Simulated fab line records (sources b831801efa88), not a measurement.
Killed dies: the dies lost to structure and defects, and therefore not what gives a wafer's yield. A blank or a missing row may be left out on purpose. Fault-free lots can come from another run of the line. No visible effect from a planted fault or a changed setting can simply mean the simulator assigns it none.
fab line records | flow sky130
record: lots: 6 | wafers: 18 | last_day: 49
route steps=708 shown VT_ADJUST_LVTN@111 VT_ADJUST_NCORE@119 PAD_OPEN@708
lots untouched by any fault: they come from a run of this same line in which no faults occurred
start_h: start of the lot's first displayed wafer, in hours after the record's first day | wait_h: time in hours since the lot's previous step | " as in the row above | L1.1+2: a single row standing in for several wafers | - no value, or no start given | * or withheld: withheld | < > ~ a bound
route shown NAME@n: names a module that has steps shown in the file, with the first one's number in the route | usual: average and standard deviation across the fault-free wafers | same: alike in all rows | chamber/n: place in a boat | sites: readings site by site | _std_site: the values' standard deviation | _edge_site: mean of outer sites minus mean of inner sites | radius_mm: for every site, how far away it sits from the centre of the wafer | mask NAME#n: copy n | behind: the tool/chamber that last shaped the wafer | hold: what put the lot on hold/how long, in hours/how the hold closed | device: the transistor (n, p or np) that didn't switch | end of line: the tests these same wafers got at the end of their route | a step without rows: its recipe alone | killed: dies lost to structure and defects at the first sort, not the wafer's yield | map: dies across one wafer; x = killed, . = not, _ = none there
set.NAME: the setting the step ran with; set.NAME@STEP: the setting that earlier step ran with | model.NAME: the simulator's own value behind a step, which no gauge read
a table for each step, a row for each wafer; lots at some steps of the route
services: from which hour (start_h, from the record's first day; less than 0 if before it) a tool's chamber was out of use, for how many hours, and why
== steps ==
step: SKY_VT_ADJUST_LVTN_SOFTBAKE_14
recipe: temp_c: 90 | time_s: 60 | resist: NOVOLAK
step: SKY_VT_ADJUST_LVTN_EXPOSE_15
recipe: mask_id: HVN_STD_DERIVED | na: 0.6 | source_shape: conventional | sigma_outer: 0.6 | polarization: unpolarized | target_cd_nm: 600 | dose_mj: 163
step: SKY_VT_ADJUST_LVTN_PEB_16
recipe: temp_c: withheld | time_s: * | resist: NOVOLAK
step: SKY_VT_ADJUST_LVTN_DEVELOP_17
recipe: resist: NOVOLAK | developer: TMAH | develop_time_s: 60 | dev_temp_c: 23
step: SKY_VT_ADJUST_LVTN_OVL_MEAS_18
usual: VT_ADJUST_LVTN_01_OVL: 0.3/1.6
lot.wafer | tool       | chamber | start_h | wait_h | VT_ADJUST_LVTN_01_OVL[nm]
L709.1    | overlay-02 | -       | 182.19  | 0.1    | 1.0
L709.4    | "          | -       | "       | "      | -1.1
L709.6    | "          | -       | "       | "      | -0.1
L712.1    | overlay-01 | -       | 205.39  | 0.1    | 1.2
L712.5    | "          | -       | "       | "      | -0.2
L712.6    | "          | -       | "       | "      | 0.5
L713.2    | overlay-02 | -       | 210.10  | 0.1    | -1.1
L713.4    | "          | -       | "       | "      | -2.4
L713.6    | "          | -       | "       | "      | -1.6
L714.1    | overlay-02 | -       | 217.99  | 0.1    | -2.0
L714.2    | "          | -       | "       | "      | -0.8
L714.3    | "          | -       | "       | "      | -0.8
L722.1    | overlay-01 | -       | 277.59  | 0.1    | 0.7
L722.2    | "          | -       | "       | "      | 0.6
L722.5    | "          | -       | "       | "      | 1.0
L723.2    | overlay-01 | -       | 278.50  | 0.1    | 3.7
L723.3    | "          | -       | "       | "      | 1.7
L723.6    | "          | -       | "       | "      | 2.4
step: SKY_VT_ADJUST_LVTN_IMPLANT_19
recipe: species: B | energy_kev: 30 | dose_cm2: 6.5e+11 | tilt_deg: withheld
step: SKY_VT_ADJUST_LVTN_STRIP_20
recipe: chemistry: O2/N2 | power_w: 1400 | pressure_mtorr: 1500 | platen_temp_c: withheld | o2_flow_sccm: 3000 | n2_flow_sccm: 300 | overash_fraction: 0.5
usual: drypump_motor_current_A: 6.12/0.19 | oes_product_au: 0.715/0.0045 | strip_time_to_endpoint_s: 14.16/0.039
lot.wafer | tool            | chamber | start_h | wait_h | drypump_motor_current_A | oes_product_au | rf_hours_counter_h | strip_time_to_endpoint_s
L709.1    | plasma_asher-04 | 0       | 182.38  | 0.1    | 6.26                    | 0.710          | 50                 | 14.10
L709.4    | "               | 1       | "       | "      | 6.12                    | 0.712          | -                  | 14.12
L709.6    | "               | 1       | "       | "      | 6.10                    | 0.714          | -                  | 14.14
L712.1    | plasma_asher-03 | 0       | 205.58  | 0.1    | 5.71                    | 0.719          | 8                  | 14.12
L712.5    | "               | 1       | "       | "      | 6.17                    | 0.711          | -                  | 14.16
L712.6    | "               | 0       | "       | "      | 5.71                    | 0.726          | -                  | 14.15
L713.2    | plasma_asher-02 | 0       | 210.28  | 0.1    | 6.11                    | 0.721          | 41                 | 14.19
L713.4    | "               | 1       | "       | "      | 6.35                    | 0.719          | -                  | 14.19
L713.6    | "               | 0       | "       | "      | 6.09                    | 0.718          | -                  | 14.17
L714.1    | plasma_asher-03 | 0       | 218.18  | 0.1    | 5.71                    | 0.713          | 10                 | 14.06
L714.2    | "               | 1       | "       | "      | 6.18                    | 0.708          | 10                 | 14.12
L714.3    | "               | 0       | "       | "      | 5.70                    | 0.707          | -                  | 14.12
L722.1    | plasma_asher-04 | 0       | 277.78  | 0.1    | 6.25                    | 0.718          | 57                 | 14.11
L722.2    | "               | 1       | "       | "      | 6.11                    | 0.718          | 57                 | 14.12
L722.5    | "               | 0       | "       | "      | 6.26                    | 0.708          | -                  | 14.13
L723.2    | plasma_asher-04 | 1       | 278.68  | 0.1    | 6.12                    | 0.711          | 57                 | 14.16
L723.3    | "               | 0       | "       | "      | 6.28                    | 0.712          | -                  | 14.14
L723.6    | "               | 0       | "       | "      | 6.27                    | 0.715          | -                  | 14.11
step: SKY_VT_ADJUST_LVTN_TW_MEAS_21
usual: VT_ADJUST_LVTN_2_TW: 187.5/2.2
lot.wafer | tool          | chamber | start_h | wait_h | VT_ADJUST_LVTN_2_TW
L709.1    | film_metro-03 | -       | 182.48  | 0.1    | 186.9
L709.4    | "             | -       | "       | "      | 184.9
L709.6    | "             | -       | "       | "      | 186.3
L712.1    | film_metro-02 | -       | 205.68  | 0.1    | 185.4
L712.5    | "             | -       | "       | "      | 185.4
L712.6    | "             | -       | "       | "      | 185.1
L713.2    | film_metro-04 | -       | 210.39  | 0.1    | 190.5
L713.4    | "             | -       | "       | "      | 189.6
L713.6    | "             | -       | "       | "      | 190.7
L714.1    | film_metro-03 | -       | 218.28  | 0.1    | 186.1
L714.2    | "             | -       | "       | "      | 185.6
L714.3    | "             | -       | "       | "      | 185.9
L722.1    | film_metro-03 | -       | 277.88  | 0.1    | 186.3
L722.2    | "             | -       | "       | "      | 186.0
L722.5    | "             | -       | "       | "      | 186.0
L723.2    | film_metro-04 | -       | 278.79  | 0.1    | 190.3
L723.3    | "             | -       | "       | "      | 190.6
L723.6    | "             | -       | "       | "      | 189.9
step: SKY_VT_ADJUST_NCORE_DEHYDRATE_00
recipe: temp_c: 200 | time_s: 60
step: SKY_VT_ADJUST_NCORE_HMDS_01
recipe: prime_time_s: 60 | prime_temp_c: 120
step: SKY_VT_ADJUST_NCORE_COAT_02
recipe: resist: NOVOLAK | spin_rpm: 3000 | resist_thk_nm: 1140
step: SKY_VT_ADJUST_NCORE_SOFTBAKE_03
recipe: temp_c: 90 | time_s: 60 | resist: NOVOLAK
step: SKY_VT_ADJUST_NCORE_EXPOSE_04
recipe: mask_id: LVTN_COMPLEMENT_THIN | na: 0.6 | source_shape: conventional | sigma_outer: 0.6 | polarization: unpolarized | target_cd_nm: 380 | dose_mj: 139
usual: focus_offset_nm: 0.0/0.5
same: sigma_outer: 0.6
lot.wafer | tool             | chamber | start_h | wait_h | mask                   | focus_offset_nm | model.VT_ADJUST_NCORE.overlay_x_nm
L709.1    | iline_stepper-02 | 0       | 193.73  | -      | LVTN_COMPLEMENT_THIN#0 | 0.1             | -0.6534
L709.4    | "                | 0       | "       | "      | LVTN_COMPLEMENT_THIN#0 | -0.1            | -0.6534
L709.6    | "                | 0       | "       | "      | LVTN_COMPLEMENT_THIN#0 | 0.0             | -0.6534
L712.1    | iline_stepper-01 | 0       | 216.85  | -      | LVTN_COMPLEMENT_THIN#0 | 0.4             | -0.3362
L712.5    | "                | 0       | "       | "      | LVTN_COMPLEMENT_THIN#0 | 0.1             | -0.3362
L712.6    | "                | 0       | "       | "      | LVTN_COMPLEMENT_THIN#0 | 0.3             | -0.3362
L713.2    | iline_stepper-01 | 0       | 221.13  | -      | LVTN_COMPLEMENT_THIN#0 | -0.6            | -0.7267
L713.4    | "                | 0       | "       | "      | LVTN_COMPLEMENT_THIN#0 | 0.4             | -0.7267
L713.6    | "                | 0       | "       | "      | LVTN_COMPLEMENT_THIN#0 | 0.0             | -0.7267
L714.1    | iline_stepper-01 | 0       | 229.46  | -      | LVTN_COMPLEMENT_THIN#0 | 0.1             | -0.1409
L714.2    | "                | 0       | "       | "      | LVTN_COMPLEMENT_THIN#0 | -0.1            | -0.1409
L714.3    | "                | 0       | "       | "      | LVTN_COMPLEMENT_THIN#0 | 0.2             | -0.1409
L722.1    | iline_stepper-02 | 0       | 290.62  | -      | LVTN_COMPLEMENT_THIN#0 | 0.2             | -127.2
L722.2    | "                | 0       | "       | "      | LVTN_COMPLEMENT_THIN#0 | 1.4             | -127.2
L722.5    | "                | 0       | "       | "      | LVTN_COMPLEMENT_THIN#0 | 0.0             | -127.2
L723.2    | iline_stepper-02 | 0       | 291.22  | -      | LVTN_COMPLEMENT_THIN#0 | -0.6            | -128.4
L723.3    | "                | 0       | "       | "      | LVTN_COMPLEMENT_THIN#0 | -0.7            | -128.4
L723.6    | "                | 0       | "       | "      | LVTN_COMPLEMENT_THIN#0 | -1.0            | -128.4
step: SKY_VT_ADJUST_NCORE_PEB_05
recipe: temp_c: withheld | time_s: * | resist: NOVOLAK
step: SKY_VT_ADJUST_NCORE_DEVELOP_06
recipe: resist: NOVOLAK | developer: TMAH | develop_time_s: 60 | dev_temp_c: 23
step: SKY_VT_ADJUST_NCORE_CD_MEAS_07
recipe: target_cd_nm: 380
usual: cd_nm: 380.1/2.6
lot.wafer | tool      | chamber | start_h | wait_h | cd_nm
L709.1    | cd_sem-01 | -       | 204.78  | 0.1    | 376.2
L709.4    | "         | -       | "       | "      | 377.4
L709.6    | "         | -       | "       | "      | 377.7
L712.1    | cd_sem-02 | -       | 228.24  | 0.1    | 384.3
L712.5    | "         | -       | "       | "      | 383.8
L712.6    | "         | -       | "       | "      | 381.7
L713.2    | cd_sem-02 | -       | 231.85  | 0.1    | 379.0
L713.4    | "         | -       | "       | "      | 378.7
L713.6    | "         | -       | "       | "      | 380.4
L714.1    | cd_sem-02 | -       | 240.20  | 0.1    | 382.2
L714.2    | "         | -       | "       | "      | 382.6
L714.3    | "         | -       | "       | "      | 378.5
L722.1    | cd_sem-01 | -       | 302.89  | 0.1    | 377.3
L722.2    | "         | -       | "       | "      | 377.3
L722.5    | "         | -       | "       | "      | 376.5
L723.2    | cd_sem-02 | -       | 303.65  | 0.1    | 380.0
L723.3    | "         | -       | "       | "      | 376.8
L723.6    | "         | -       | "       | "      | 377.1
step: SKY_VT_ADJUST_NCORE_OVL_MEAS_08
usual: VT_ADJUST_NCORE_OVL: -0.3/1.6
lot.wafer | tool       | chamber | start_h | wait_h | VT_ADJUST_NCORE_OVL[nm]
L709.1    | overlay-02 | -       | 204.90  | 0.1    | -1.4
L709.4    | "          | -       | "       | "      | -1.0
L709.6    | "          | -       | "       | "      | -1.4
L712.1    | overlay-02 | -       | 228.36  | 0.1    | -1.7
L712.5    | "          | -       | "       | "      | -2.0
L712.6    | "          | -       | "       | "      | -2.2
L713.2    | overlay-02 | -       | 231.96  | 0.1    | -1.9
L713.4    | "          | -       | "       | "      | -1.5
L713.6    | "          | -       | "       | "      | 0.0
L714.1    | overlay-02 | -       | 240.32  | 0.1    | -0.6
L714.2    | "          | -       | "       | "      | -0.3
L714.3    | "          | -       | "       | "      | -0.7
L722.1    | overlay-01 | -       | 303.01  | 0.1    | -125.7
L722.2    | "          | -       | "       | "      | -124.9
L722.5    | "          | -       | "       | "      | -125.9
L723.2    | overlay-02 | -       | 303.76  | 0.1    | -128.2
L723.3    | "          | -       | "       | "      | -130.7
L723.6    | "          | -       | "       | "      | -129.1
step: SKY_VT_ADJUST_NCORE_IMPLANT_09
recipe: species: B | energy_kev: 10 | dose_cm2: 2.4e+12 | tilt_deg: withheld
step: SKY_PAD_OPEN_PROBE_99
usual: killed_at_M0_to_M3: 43/6.8 | killed_at_M4_up: 3.3/2.1 | killed_at_contacts: 24/5 | killed_at_front_end: 15/4.4 | killed_at_other: 0.3/0.57 | killed_dies: 86/9.7 | killed_open: 47/7.3 | killed_short: 39/6.1
same: gross_dies: 492 | killed_at_back_side: 0
lot.wafer | tool      | chamber | start_h | wait_h | killed_at_M0_to_M3 | killed_at_M4_up | killed_at_contacts | killed_at_front_end | killed_at_other | killed_dies | killed_open | killed_short | model.etest.sram_nfet_pass.drive_ua_um | model.etest.sram_nfet_pass.off_log10_a_um | model.etest.sram_nfet_pass.vt_sat_v | model.etest.sram_nfet_pass.vt_v
L709.1    | prober-01 | -       | 1103.21 | 0.1    | 39                 | 10              | 28                 | 24                  | 2               | 103         | 52          | 47           | 473.3                                  | -12.77                                    | 0.5807                              | 0.6793
L709.4    | prober-01 | -       | 1103.36 | 0.2    | 53                 | 7               | 22                 | 12                  | 1               | 95          | 49          | 45           | 492.6                                  | -12.55                                    | 0.551                               | 0.6525
L712.1    | prober-02 | -       | 1120.82 | 0.1    | 40                 | 1               | 26                 | 11                  | 0               | 78          | 43          | 35           | 497.1                                  | -12.86                                    | 0.5721                              | 0.674
L712.5    | prober-02 | -       | 1121.02 | 0.2    | 39                 | 3               | 19                 | 16                  | 0               | 77          | 33          | 44           | 495.1                                  | -12.86                                    | 0.5646                              | 0.659
L712.6    | prober-02 | -       | 1121.07 | 0.2    | 49                 | 3               | 23                 | 18                  | 1               | 94          | 59          | 34           | 483.9                                  | -12.73                                    | 0.5724                              | 0.6639
L713.2    | prober-01 | -       | 1128.82 | 0.1    | 43                 | 4               | 18                 | 12                  | 0               | 77          | 35          | 41           | 478.8                                  | -12.99                                    | 0.5914                              | 0.6924
L713.4    | prober-01 | -       | 1128.92 | 0.2    | 42                 | 2               | 18                 | 18                  | 0               | 80          | 42          | 37           | 476.4                                  | -12.77                                    | 0.5628                              | 0.6643
L713.6    | prober-01 | -       | 1129.02 | 0.2    | 39                 | 1               | 21                 | 7                   | 0               | 68          | 43          | 25           | 498.8                                  | -12.66                                    | 0.5666                              | 0.6715
L714.1    | prober-02 | -       | 1130.01 | 0.1    | 38                 | 5               | 16                 | 9                   | 2               | 70          | 37          | 33           | 480.1                                  | -12.84                                    | 0.5782                              | 0.6724
L714.2    | prober-02 | -       | 1130.06 | 0.1    | 41                 | 3               | 30                 | 9                   | 0               | 83          | 46          | 37           | 488.2                                  | -12.52                                    | 0.5564                              | 0.6574
L714.3    | prober-02 | -       | 1130.11 | 0.2    | 52                 | 7               | 24                 | 12                  | 0               | 95          | 57          | 38           | 474.7                                  | -12.74                                    | 0.576                               | 0.672
L722.1    | prober-02 | -       | 1175.36 | 0.1    | 48                 | 2               | 30                 | 10                  | 0               | 90          | 52          | 38           | 487                                    | -12.52                                    | 0.549                               | 0.6573
L722.2    | prober-02 | -       | 1175.41 | 0.1    | 39                 | 5               | 20                 | 16                  | 0               | 80          | 42          | 38           | 488.7                                  | -12.64                                    | 0.5586                              | 0.6756
L722.5    | prober-02 | -       | 1175.56 | 0.2    | 57                 | 3               | 22                 | 20                  | 0               | 102         | 54          | 48           | 470.7                                  | -12.84                                    | 0.5763                              | 0.6814
L723.2    | prober-01 | -       | 1175.68 | 0.1    | 31                 | 4               | 24                 | 14                  | 0               | 73          | 46          | 27           | 520.6                                  | -12.4                                     | 0.532                               | 0.6352
L723.3    | prober-01 | -       | 1175.73 | 0.2    | 41                 | 4               | 19                 | 25                  | 0               | 89          | 47          | 41           | 522.9                                  | -12.37                                    | 0.5292                              | 0.6372
L723.6    | prober-01 | -       | 1175.88 | 0.2    | 48                 | 3               | 22                 | 16                  | 0               | 89          | 48          | 41           | 499.4                                  | -12.41                                    | 0.536                               | 0.645
killed by level:class
L709.1 LI_CONTACT:geometric_particle:open=9 CONTACT:geometric_particle:open=8 METAL4:geometric_particle:short=8 POLY_GATE:geometric_particle:open=6 METAL2:geometric_particle:short=6 VIA3:geometric_particle:open=6 CONTACT:geometric_particle:short=6 METAL1:geometric_particle:short=5
L709.4 VIA1:geometric_particle:open=10 VIA3:geometric_particle:open=9 VIA2:geometric_particle:open=8 CONTACT:geometric_particle:open=8 LI_CONTACT:geometric_particle:open=7 VIA2:geometric_particle:short=7 METAL4:geometric_particle:short=6 VIA1:geometric_particle:short=5
L712.1 CONTACT:geometric_particle:open=10 VIA1:geometric_particle:open=10 LI_CONTACT:geometric_particle:open=7 METAL2:geometric_particle:short=6 VIA1:geometric_particle:short=5 CONTACT:geometric_particle:short=4 METAL1:geometric_particle:short=4 VIA2:geometric_particle:open=4
L712.5 CONTACT:geometric_particle:open=8 POLY_GATE:geometric_particle:short=6 VIA1:geometric_particle:short=6 VIA1:geometric_particle:open=6 VIA2:geometric_particle:short=6 METAL2:geometric_particle:short=5 METAL3:geometric_particle:short=5 VIA3:geometric_particle:open=5
L712.6 VIA3:geometric_particle:open=11 VIA1:geometric_particle:open=10 CONTACT:geometric_particle:open=9 VIA2:geometric_particle:open=8 POLY_GATE:geometric_particle:open=6 CONTACT:geometric_particle:short=5 VIA1:geometric_particle:short=5 LI_CONTACT:geometric_particle:open=4
L713.2 CONTACT:geometric_particle:open=6 METAL2:geometric_particle:short=6 VIA2:geometric_particle:short=6 VIA3:geometric_particle:open=5 METAL1:geometric_particle:short=5 FIELD_ISO:geometric_particle:open=4 LI_CONTACT:geometric_particle:short=4 LOCAL_INTERCONNECT:geometric_particle:short=4
L713.4 LI_CONTACT:geometric_particle:open=7 VIA1:geometric_particle:open=7 VIA2:geometric_particle:open=7 POLY_GATE:geometric_particle:short=6 VIA3:geometric_particle:open=6 VIA2:geometric_particle:short=6 POLY_GATE:geometric_particle:open=5 METAL1:geometric_particle:short=5
L713.6 CONTACT:geometric_particle:open=11 VIA3:geometric_particle:open=9 VIA2:geometric_particle:open=7 VIA1:geometric_particle:open=6 LOCAL_INTERCONNECT:geometric_particle:short=4 METAL2:geometric_particle:short=4 FIELD_ISO:geometric_particle:open=3 VIA2:geometric_particle:short=3
L714.1 VIA1:geometric_particle:open=10 VIA2:geometric_particle:open=9 METAL1:geometric_particle:short=7 LI_CONTACT:geometric_particle:open=5 POLY_GATE:geometric_particle:short=4 CONTACT:geometric_particle:open=4 METAL2:geometric_particle:short=3 LI_CONTACT:geometric_particle:short=3
L714.2 CONTACT:geometric_particle:open=9 VIA2:geometric_particle:open=9 LI_CONTACT:geometric_particle:open=8 VIA3:geometric_particle:open=6 VIA1:geometric_particle:short=6 METAL2:geometric_particle:short=6 CONTACT:geometric_particle:short=5 LI_CONTACT:geometric_particle:short=4
L714.3 VIA1:geometric_particle:open=14 LI_CONTACT:geometric_particle:open=12 VIA2:geometric_particle:open=10 METAL1:geometric_particle:short=9 METAL4:geometric_particle:short=7 CONTACT:geometric_particle:open=6 FIELD_ISO:geometric_particle:open=4 POLY_GATE:geometric_particle:open=4
L722.1 VIA1:geometric_particle:open=15 VIA3:geometric_particle:open=11 LI_CONTACT:geometric_particle:open=8 CONTACT:geometric_particle:open=7 VIA3:geometric_particle:short=7 CONTACT:geometric_particle:short=6 LOCAL_INTERCONNECT:geometric_particle:short=5 POLY_GATE:geometric_particle:short=3
L722.2 FIELD_ISO:geometric_particle:open=7 VIA3:geometric_particle:open=7 CONTACT:geometric_particle:open=6 METAL3:geometric_particle:short=5 LI_CONTACT:geometric_particle:open=5 VIA1:geometric_particle:open=5 VIA1:geometric_particle:short=5 POLY_GATE:geometric_particle:open=4
L722.5 VIA1:geometric_particle:open=11 VIA3:geometric_particle:open=10 METAL1:geometric_particle:short=9 VIA2:geometric_particle:open=9 METAL2:geometric_particle:short=6 LI_CONTACT:geometric_particle:open=5 CONTACT:geometric_particle:open=5 VIA1:geometric_particle:short=5
L723.2 VIA1:geometric_particle:open=9 LI_CONTACT:geometric_particle:open=9 CONTACT:geometric_particle:open=8 METAL1:geometric_particle:short=5 VIA2:geometric_particle:open=5 POLY_GATE:geometric_particle:open=4 POLY_GATE:geometric_particle:short=4 LOCAL_INTERCONNECT:geometric_particle:short=4
L723.3 VIA1:geometric_particle:open=10 POLY_GATE:geometric_particle:open=6 LOCAL_INTERCONNECT:geometric_particle:short=6 VIA2:geometric_particle:open=6 VIA3:geometric_particle:open=6 METAL2:geometric_particle:short=5 POLY_GATE:geometric_particle:short=4 CONTACT:geometric_particle:short=4
L723.6 VIA1:geometric_particle:open=12 LI_CONTACT:geometric_particle:open=9 VIA2:geometric_particle:open=9 METAL2:geometric_particle:short=7 METAL1:geometric_particle:short=5 VIA3:geometric_particle:open=5 LOCAL_INTERCONNECT:geometric_particle:short=4 CONTACT:geometric_particle:open=4
== services ==
tool             | chamber | start_h | hours | kind
iline_stepper-02 | -       | 188.99  | 1.7   | pm
iline_stepper-01 | 0       | 190.62  | -     | calibration
plasma_asher-04  | -       | 197.05  | 28.1  | pm
iline_stepper-02 | -       | 211.91  | 4.4   | pm
iline_stepper-02 | -       | 220.33  | 14.3  | repair
plasma_asher-03  | -       | 229.38  | 14.1  | repair
iline_stepper-01 | -       | 241.71  | 12.3  | repair
== key ==
first_sign: step: SKY_VT_ADJUST_NCORE_OVL_MEAS_08 | reading: VT_ADJUST_NCORE_OVL | direction: down | sigmas: 78 | usual: -0.3 | struck: -127.4
effect none on later readings
model_effect: step: SKY_VT_ADJUST_NCORE_EXPOSE_04 | value: VT_ADJUST_NCORE.overlay_x_nm | without: -0.3538 | struck: -127.8
model_effect: step: SKY_PAD_OPEN_PROBE_99 | value: etest.sram_nfet_pass.drive_ua_um | without: 470.3 | struck: 498.2
met_at SKY_VT_ADJUST_NCORE_EXPOSE_04
struck_wafers L722.1,L722.2,L722.5,L723.2,L723.3,L723.6
tester_left_out L722,L723
onset_between 193.73 290.62
also_fits time
fault: kind: scanner_matching_overlay | tool: iline_stepper-02 | chamber: - | onset_h: 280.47 | steps: SKY_VT_ADJUST_NCORE_EXPOSE_04 | offset: -127.45
tester_left_out: of these lots the tester's yield and bins aren't shown, on N5 and GAA mostly nor the transistor test; their killed dies are dies lost to structure and defects alone, not to doping, threshold or leakage, so they don't give the yield
